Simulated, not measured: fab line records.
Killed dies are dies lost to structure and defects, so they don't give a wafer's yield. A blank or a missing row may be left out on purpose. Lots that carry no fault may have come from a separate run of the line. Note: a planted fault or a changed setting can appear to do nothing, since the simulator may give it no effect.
A struck lot beside a sound one :: flow sky130 :: 14 steps out of a route of 708
Sound: the wafers L478.1, L478.4, L478.6. The struck wafers were L477.1, L477.4, L477.6. At the end, the cause is stated.
Per side, at each step with rows, come the tool, then ch with its chambers, and then its first start. Under that, the readings that differ: sound wafers :: struck wafers :: difference of the means :: sigmas: that difference in standard deviations of wafers without a fault.
alike: same words and numbers on both sides, and readings whose means sit less than 2 such deviations apart. not compared: any withheld reading, any reading some wafer has no value for, any bound like >300 that may hide the same value, and any number with overlapping values for which the record gives no deviation.
Wherever a step has rows on one side only, a row that says differs or no value, or a row with sigmas, the two part there. Non-overlapping numbers with no deviation appear without sigmas and do not part them. A reading that every wafer of one side lacks parts them only if that side has two wafers or more.

first, 1 step without rows for these wafers: SKY_SONOS_ONO_WET_ETCH_16 (etches SiO2 in dHF, target depth 14 nm, time 280 s).
SKY_SONOS_ONO_STRIP_17: strips in O2/N2.
  sound on plasmaAsher-04 ch 0, day 18 13:16; struck on plasmaAsher-02 ch 0,1, day 18 03:49
  alike: drypumpMotorCurrentA, n2FlowSccm, oesProductAu, stripTimeToEndpointS
  not compared: rfHoursCounterH
then, 3 steps without rows for these wafers: SKY_SONOS_ONO_WET_ETCH_18 (etches Si3N4 in H3PO4, target depth 15 nm, time 172 s); SKY_GATE_OXIDE_CLEAN_00 (cleans in SC1/SC2, time 150 s); SKY_GATE_OXIDE_OXIDATION_01 (stabilise 600 s, purge 300 s, target thk 10.268 nm).
SKY_GATE_OXIDE_THK_MEAS_02:
  struck on filmMetro-03, day 18 06:08; sound on filmMetro-03, day 18 15:49
  alike: GATE_OXIDE_OXIDATION_00_THK
then, 6 steps without rows for these wafers: SKY_GATE_OXIDE_DEHYDRATE_03 (time 60 s); SKY_GATE_OXIDE_HMDS_04 (prime time 60 s); SKY_GATE_OXIDE_COAT_05 (resist thk 1140 nm); SKY_GATE_OXIDE_SOFTBAKE_06 (time 60 s); SKY_GATE_OXIDE_EXPOSE_07 (exposes mask LVOM, target cd 600 nm); SKY_GATE_OXIDE_PEB_08.
SKY_GATE_OXIDE_DEVELOP_09: develop time 60 s.
  struck on lithoTrack-01, day 19 13:18; sound on lithoTrack-02 ch 0, day 19 23:08
  no value came back on the struck wafers for chillPlateTempC (C), developTimeS (s); on the sound wafers chillPlateTempC (C) reads 22.99 22.93 23.25
SKY_GATE_OXIDE_OVL_MEAS_10:
  struck on overlay-01, day 19 13:27; sound on overlay-02, day 19 23:17
reading: GATE_OXIDE_OVL (nm)
sound: -1.3 -0.7 0.4
struck: - - -
difference: no value on the struck wafers
sigmas: 

## WHERE THEY PART
Earliest at SKY_GATE_OXIDE_DEVELOP_09; latest, in this record, at SKY_GATE_OXIDE_OVL_MEAS_10.

WHY: whatever the simulator had introduced
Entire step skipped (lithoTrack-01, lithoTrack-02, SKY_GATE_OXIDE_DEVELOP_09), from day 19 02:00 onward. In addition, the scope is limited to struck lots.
